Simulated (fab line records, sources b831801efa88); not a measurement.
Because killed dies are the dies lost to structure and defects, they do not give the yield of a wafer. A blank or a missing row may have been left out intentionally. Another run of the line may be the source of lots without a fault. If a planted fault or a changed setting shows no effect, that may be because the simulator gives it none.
The tool behind it: which one?    flow gf180mcu    11 lots, 33 wafers sampled, at 2 steps of a route of 602

== WHAT THE GAUGES READ, wafer by wafer ==
GF_MVPSD_OVL_MEAS_07.
lot   measured      on          MVPSD_OVL (nm)
L216  day 5 07:45   overlay-02  4.2 1.5 0.9
L217  day 5 10:53   overlay-02  1.0 2.0 2.2
L218  day 5 15:16   overlay-01  3.4 1.9 1.7
L222  day 6 13:59   overlay-02  3.0 0.4 2.8
L223  day 6 17:15   overlay-02  232.8 233.7 233.2 231.5 232.0 232.2
L227  day 7 16:43   overlay-02  235.1 235.3 234.6 234.0 234.1 233.3
L229  day 8 07:30   overlay-01  3.1 2.6 2.8
L230  day 8 11:49   overlay-01  3.6 1.3 2.8
L231  day 8 17:56   overlay-02  3.9 1.9 2.7
L232  day 9 00:13   overlay-02  1.5 1.9 1.5
L239  day 10 19:28  overlay-02  4.1 4.4 3.1

== WHAT TOOL EACH LOT RAN ON (gives the tool, then ch and the chambers of the sampled wafers, and finally the start) ==
lot   GF_MVPSD_EXPOSE_04
L216  ilineStepper-01 ch 0, day 5 00:23
L217  ilineStepper-01 ch 0, day 5 04:31
L218  ilineStepper-01 ch 0, day 5 08:23
L222  ilineStepper-01 ch 0, day 6 06:34
L223  ilineStepper-02 ch 0, day 6 10:05
L227  ilineStepper-02 ch 0, day 7 08:59
L229  ilineStepper-01 ch 0, day 7 23:23
L230  ilineStepper-01 ch 0, day 8 03:50
L231  ilineStepper-01 ch 0, day 8 09:50
L232  ilineStepper-01 ch 0, day 8 15:43
L239  ilineStepper-01 ch 0, day 10 10:31
- GF_MVPSD_EXPOSE_04: exposes mask MVPSD, target cd 1000 nm.

== THE ANSWER, worked out from the rows above alone ==
Rule: usual is defined by the lots themselves. Put in order of their means at a reading, lots are off if they are a third of the lots or fewer, leave a main group of 4 or more, and stand apart from it by a gap of 3 or more times the standard deviation of the main group's means; of several such gaps the widest counts. If all means in a main group match to the digits the tables above print for the reading, that group is not used. A lot without any number at a reading at which 4 lots or more have one is off too. Where the step has rows for the other lots, those lots are counted as sound.
Off: L223, L227, at GF_MVPSD_OVL_MEAS_07 (MVPSD_OVL). The main group: mean 2.5 nm, standard deviation 0.64.
A tool fits if, at a process step before that reading, it ran every lot that is off, and no sound lot after the first of them. Gauges at GF_MVPSD_OVL_MEAS_07: tried the same way as those tools. One fits: GF_MVPSD_EXPOSE_04 on ilineStepper-02. It ran no sound lot before its first lot that is off in this sample, so the start can't be narrowed down.

== WHAT THE SIMULATOR HAD PUT IN ==
Scanner matching overlay: ilineStepper-02, from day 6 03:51 on, at GF_MVPSD_EXPOSE_04. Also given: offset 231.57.
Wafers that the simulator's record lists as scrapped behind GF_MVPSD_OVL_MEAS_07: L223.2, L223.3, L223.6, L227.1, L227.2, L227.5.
Lots struck among those shown: L223, L227. The rule above reached the same finding.
